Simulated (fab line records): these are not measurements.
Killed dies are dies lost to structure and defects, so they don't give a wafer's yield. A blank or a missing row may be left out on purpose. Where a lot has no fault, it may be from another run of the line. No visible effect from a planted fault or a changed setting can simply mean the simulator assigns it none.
One fault through the eyes of 2 desks    flow sky130    only its own numbers are on each desk; what lay behind them is given at the end

## FROM THE METROLOGY DESK
Means of the sampled wafers that have a number, per lot and without regard to the tool the lot ran on: this is what the gauges read. Any lot whose mean is over 4 standard deviations away from the usual mean is out of limits and marked OUT; that distance is given in the brackets.
Columns: A = SONOS_ONO_CVD_02_THK at SKY_SONOS_ONO_THK_MEAS_03, usual 10.49 nm
lot   first seen here  A
L855  day 11 22:54     10.54
L856  day 12 04:47     10.47
L857  day 12 10:50     10.30
L858  day 13 12:40     10.57
L859  day 14 04:31     10.37
L861  day 14 15:49     10.88
L862  day 14 23:54     10.61
L863  day 15 06:12     10.29
L865  day 15 10:14     11.16 (+4.5) OUT
L864  day 15 11:17     10.80
L866  day 15 15:37     11.22 (+4.8) OUT
L867  day 16 02:44     11.04
L874  day 18 13:16     10.60
L875  day 18 19:36     10.51
L876  day 18 19:36     10.49
L877  day 19 11:37     10.66
This desk's finding: out of limits on L865, L866; first on L865, day 15 10:14 (SONOS_ONO_CVD_02_THK at SKY_SONOS_ONO_THK_MEAS_03). Within limits: L855, L856, L857, L858, L859, L861, L862, L863, L864, L867, L874, L875, L876, L877.

## AT THE TOOL OWNER'S DESK: lpcvd-02
The tool's own readings at SKY_SONOS_ONO_CVD_02 (deposits Si3N4 from DCS/NH3, target thk 10.5 nm, time 180 s): means of the sampled wafers that have a number, for each lot that ran on this tool. Any lot whose mean is over 4 standard deviations away from the usual mean is out of limits and marked OUT; that distance is given in the brackets.
Columns: A = pressureMtorr at SKY_SONOS_ONO_CVD_02, usual 250.1 mTorr; B = spikeTcUpperC at SKY_SONOS_ONO_CVD_02, usual 770.8 C; C = zonePowerCentrePct at SKY_SONOS_ONO_CVD_02, usual 12.2 %
lot   first seen here  A                B      C
L855  day 11 21:51     249.3            770.3  12.5
L856  day 12 03:11     250.9            770.4  12.6
L857  day 12 09:15     249.9            771.4  12.0
L858  day 13 11:35     250.3            771.1  11.8
L859  day 14 02:55     250.0            770.6  11.8
L861  day 14 14:13     250.8            769.6  11.9
L862  day 14 22:19     250.4            771.5  11.8
L863  day 15 04:37     250.5            771.3  12.5
L865  day 15 09:11     299.7 (+94) OUT  771.6  11.7
L864  day 15 10:14     299.6 (+93) OUT  772.1  11.9
L866  day 15 14:33     300.6 (+95) OUT  770.1  12.5
L867  day 16 01:40     300.0 (+94) OUT  770.6  12.4
L874  day 18 11:41     249.3            771.7  12.6
L875  day 18 18:01     250.6            771.8  11.9
L876  day 18 18:01     250.2            771.7  12.0
L877  day 19 10:34     250.4            770.6  12.3
This desk's verdict: out of limits on L864, L865, L866, L867, starting with L865 at day 15 09:11 (pressureMtorr at SKY_SONOS_ONO_CVD_02). Within limits: L855, L856, L857, L858, L859, L861, L862, L863, L874, L875, L876, L877.

## ALL TOGETHER
On L864, L865, L866, L867, at day 15 09:11, an alarm was possible from the tool owner's desk.
At day 15 10:14 the metrology desk could have sounded an alarm, on L865, L866.
The metrology desk holds a record of L864, L867, inside its limits.
SKY_SONOS_ONO_CVD_02 was run on lpcvd-02 by each of the lots named.

## WHAT THE SIMULATOR PUT IN
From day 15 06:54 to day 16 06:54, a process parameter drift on lpcvd-02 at SKY_SONOS_ONO_CVD_02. Setting pressureMtorr, moved by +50, from 250. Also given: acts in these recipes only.
Lots struck among those shown: L864, L865, L866, L867.
Delay (hours) between the fault's onset and each desk's first out-of-limits reading: 2 at the tool owner's desk, 3 at the metrology desk.
